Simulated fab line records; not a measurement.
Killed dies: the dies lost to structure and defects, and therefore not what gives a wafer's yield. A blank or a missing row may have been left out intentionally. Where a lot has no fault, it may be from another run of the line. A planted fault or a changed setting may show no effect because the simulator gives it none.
Struck lot and sound lot, side by side :: flow gf180mcu :: 17 out of 602 route steps
Sound: the wafers L828.3, L828.4, L828.5. The struck wafers were L832.1, L832.2, L832.4. The cause comes at the end.
Each step with rows lists, per side, the tool, then ch with its chambers, then its first start. Under that, the readings that differ: sound wafers :: struck wafers :: difference of the means :: sigmas: that difference in standard deviations of wafers without a fault.
alike: a reading whose means differ by less than 2 such deviations, as well as words and numbers matching on both sides. not compared: withheld readings; readings where some wafer has no value; bounds like >300 that might hide an equal value; numbers whose values overlap and for which the record gives no deviation.
A row with sigmas, a row that says differs or no value, or rows on one side alone: a step with any of these is where the two part. Numbers that don't overlap but have no deviation are shown without sigmas and don't part them. A reading missing from all wafers of one side parts the sides only when that side holds two or more wafers.

first, 2 steps without rows for these wafers: GF_HV_LDD_PEB_44; GF_HV_LDD_DEVELOP_45 (develop time 60 s).
GF_HV_LDD_CD_MEAS_46 targets a cd of 400 nm.
  sound: cd-sem-02 at day 15 12:58; struck: cd-sem-02 at day 16 22:22
  alike: cd-nm
GF_HV_LDD_OVL_MEAS_47:
  sound: overlay-02 at day 15 13:03; struck: overlay-02 at day 16 22:29
  alike: HV_LDD_03_OVL
following that, these wafers have no rows for 1 step: GF_HV_LDD_IMPLANT_48.
GF_HV_LDD_STRIP_49: strips in O2/N2.
  sound on plasma-asher-02 ch 0,1, day 15 13:16; struck on plasma-asher-04 ch 0,1, day 16 22:40
  alike: drypump-motor-current-A, heater-power-w, oes-product-au, strip-time-to-endpoint-s
  not compared: rf-hours-counter-h
GF_HV_LDD_TW_MEAS_50:
  sound: film-metro-03 at day 15 13:20; struck: film-metro-01 at day 16 22:46
reading: HV_LDD_4_TW
sound: 579.7 578.7 581.5
struck: 567.8 572.7 574.0
difference: -8.5
sigmas: -3
then, 1 step without rows for these wafers: GF_HV_LDD_CLEAN_51 (cleans in SC1/SC2, time 150 s).
GF_HV_LDD_RTA_52: time 10 s.
  sound on rtp-anneal-02 ch 0, day 15 13:27; struck on rtp-anneal-01 ch 0, day 16 22:53
reading: lamp-power-pct (%)
sound: 29 29 29
struck: 37 37 37
difference: +8
sigmas: +2
  alike: wafer_temp_C_max
GF_HV_LDD_RS_MEAS_53: the measuring method here is four-point-probe.
  sound: film-metro-01 at day 15 13:32; struck: film-metro-02 at day 16 22:57
  alike: HV_LDD_RS
then, 1 step without rows for these wafers: GF_HV_LDD_CVD_54 (deposits SiO2 from TEOS, target thk 10 nm, time 75 s).
GF_HV_LDD_THK_MEAS_55:
  sound: film-metro-03 at day 15 14:40; struck: film-metro-02 at day 17 00:05
  alike: HV_LDD_CVD_54_THK
GF_HV_LDD_CVD_56: deposits Si3N4 from DCS/NH3, target thk 90 nm, time 1543 s.
  sound on lpcvd-01 ch 0, day 15 14:42; struck on lpcvd-02 ch 0, day 17 00:09
reading: model.Si3N4_of_HV_LDD_CVD_56.thk-nm (nm)
sound: 89.98 89.87 89.81
struck: 84.68 84.98 85.52
difference: -4.83
sigmas: 
  alike: zone-power-bottom-pct, zone-power-centre-pct, zone-power-top-pct
GF_HV_LDD_THK_MEAS_57:
  sound: film-metro-01 at day 15 16:09; struck: film-metro-01 at day 17 01:35
reading: HV_LDD_CVD_56_THK (nm)
sound: 90.0 89.9 89.8
struck: 84.6 85.0 85.5
difference: -4.9
sigmas: -6
GF_HV_LDD_ETCHBACK_58: etches Si3N4 in CH3F/O2, stops on SiO2, time 100 s, target depth 90 nm.
  sound on rie-diel-03 ch 0,1,3, day 15 16:11; struck on rie-diel-02 ch 0,1,2, day 17 01:38
reading: oes-product-au (a.u.)
sound: 0.842 0.855 0.842
struck: 0.817 0.811 0.819
difference: -0.031
sigmas: -5

reading: model.etch.depth-nm (nm)
sound: 89.98 89.87 89.81
struck: 84.68 84.98 85.52
difference: -4.83
sigmas: 
  alike: drypump-motor-current-A, throttle-valve-pct
  not compared: rf-hours-counter-h
then, 1 step without rows for these wafers: GF_NSD_DEHYDRATE_00 (time 60 s).
-- the record jumps here: 16 days lie between the struck wafers' starts before and after (it left off in module NSD and takes up again in module PASSIVATION, whose first step shown is number 602 of the route) --
GF_PASSIVATION_PROBE_99:
  the record has rows for the struck wafers here (prober-02, day 32 20:44) and none for the sound ones

## WHERE THEY PART
At GF_HV_LDD_TW_MEAS_50 first; at GF_PASSIVATION_PROBE_99 last (within this record only).

WHY: what the simulator had put in
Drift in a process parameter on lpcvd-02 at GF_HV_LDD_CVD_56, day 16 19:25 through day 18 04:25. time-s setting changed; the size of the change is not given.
